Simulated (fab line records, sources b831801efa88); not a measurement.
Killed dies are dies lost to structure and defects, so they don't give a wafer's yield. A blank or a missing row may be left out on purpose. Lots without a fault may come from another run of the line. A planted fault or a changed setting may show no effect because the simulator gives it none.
One fault seen from 2 desks | flow gf180mcu | each desk has only its own numbers; what lay behind them comes last

THE TOOL OWNER'S DESK: rie_diel-03
The tool's own readings at GF_HV_LDD_ETCHBACK_58 (etches Si3N4 in CH3F/O2, stops on SiO2, time 100 s, target depth 90 nm): means of the sampled wafers that have a number, for each lot that ran on this tool. A lot is out of limits, marked OUT, if its mean lies more than 4 standard deviations from the usual mean; the brackets give that distance.
Columns: A = chamber_pressure_mTorr at GF_HV_LDD_ETCHBACK_58, usual 25.001 mTorr; B = drypump_motor_current_A at GF_HV_LDD_ETCHBACK_58, usual 5.5 A; C = oes_product_au at GF_HV_LDD_ETCHBACK_58, usual 0.842 a.u.; D = run_length_s at GF_HV_LDD_ETCHBACK_58, usual 128.3 s; E = throttle_valve_pct at GF_HV_LDD_ETCHBACK_58, usual 10.559 %
lot  | first seen here | A      | B   | C                | D                | E
L816 | day 13 18:04    | 25.011 | 5.6 | 0.836            | 128.2            | 10.559
L820 | day 15 00:30    | 25.020 | 5.5 | 0.840            | 128.4            | 10.562
L825 | day 16 17:31    | 25.014 | 5.3 | 0.879 (+6.0) OUT | 124.2 (-8.5) OUT | 10.552
L830 | day 18 01:00    | 25.011 | 5.8 | 0.877 (+5.6) OUT | 124.7 (-7.3) OUT | 10.570
L831 | day 18 07:28    | 24.999 | 5.8 | 0.869 (+4.4) OUT | 124.6 (-7.6) OUT | 10.555
This desk's finding: out of limits on L825, L830, L831; first on L825, day 16 17:31 (oes_product_au at GF_HV_LDD_ETCHBACK_58). In limits: L816, L820.

THE METROLOGY DESK
What the gauges read, lot by lot, whatever tool the lot ran on: means of the sampled wafers that have a number. A lot is out of limits, marked OUT, if its mean lies more than 4 standard deviations from the usual mean; the brackets give that distance.
Columns: A = MVPSD_OVL at GF_MVPSD_OVL_MEAS_07, usual -0.1 nm; B = SAB_OVL at GF_SAB_OVL_MEAS_10, usual 1.2 nm; C = CONTACT_CVD_02_THK at GF_CONTACT_THK_MEAS_03, usual 866 nm
lot  | first seen here | A    | B    | C
L814 | day 4 18:11     | -2.9 | 1.2  | 848
L815 | day 5 11:59     | 0.7  | 1.8  | 853
L816 | day 6 00:29     | 0.4  | 1.6  | 852
L817 | day 6 00:35     | 0.9  | -0.0 | 853
L818 | day 6 09:29     | -0.5 | -0.1 | 864
L819 | day 6 17:59     | 2.1  | 0.2  | 871
L820 | day 6 19:29     | -1.7 | 2.5  | 854
L821 | day 6 19:50     | 0.9  | 0.7  | 874
L825 | day 7 23:08     | 0.6  | 1.6  | 882
L830 | day 8 23:41     | 2.0  | 0.9  | 845
L831 | day 9 07:29     | 1.1  | 3.0  | 875
L832 | day 9 13:42     | 0.0  | -1.9 | 869
L835 | day 10 08:47    | -3.0 | -1.0 | 860
L836 | day 10 12:14    | -1.0 | 0.4  | 872
L837 | day 10 20:05    | -1.2 | 0.6  | 871
This desk's finding: nothing out of limits on any of the 15 lots.

PUT TOGETHER
The tool owner's desk could have raised an alarm at day 16 17:31, on L825, L830, L831.
The metrology desk saw nothing out of limits.
The metrology desk has L825, L830, L831 on record, within its limits.
Of the lots named, all ran GF_HV_LDD_ETCHBACK_58 on rie_diel-03.

WHAT THE SIMULATOR HAD PUT IN
Process parameter drift: rie_diel-03, from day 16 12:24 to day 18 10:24, at GF_HV_LDD_ETCHBACK_58. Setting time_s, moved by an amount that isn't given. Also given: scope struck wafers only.
Lots struck among those shown: L825, L830, L831.
Hours from the fault's start to each desk's first reading out of limits: the tool owner's desk, 5.
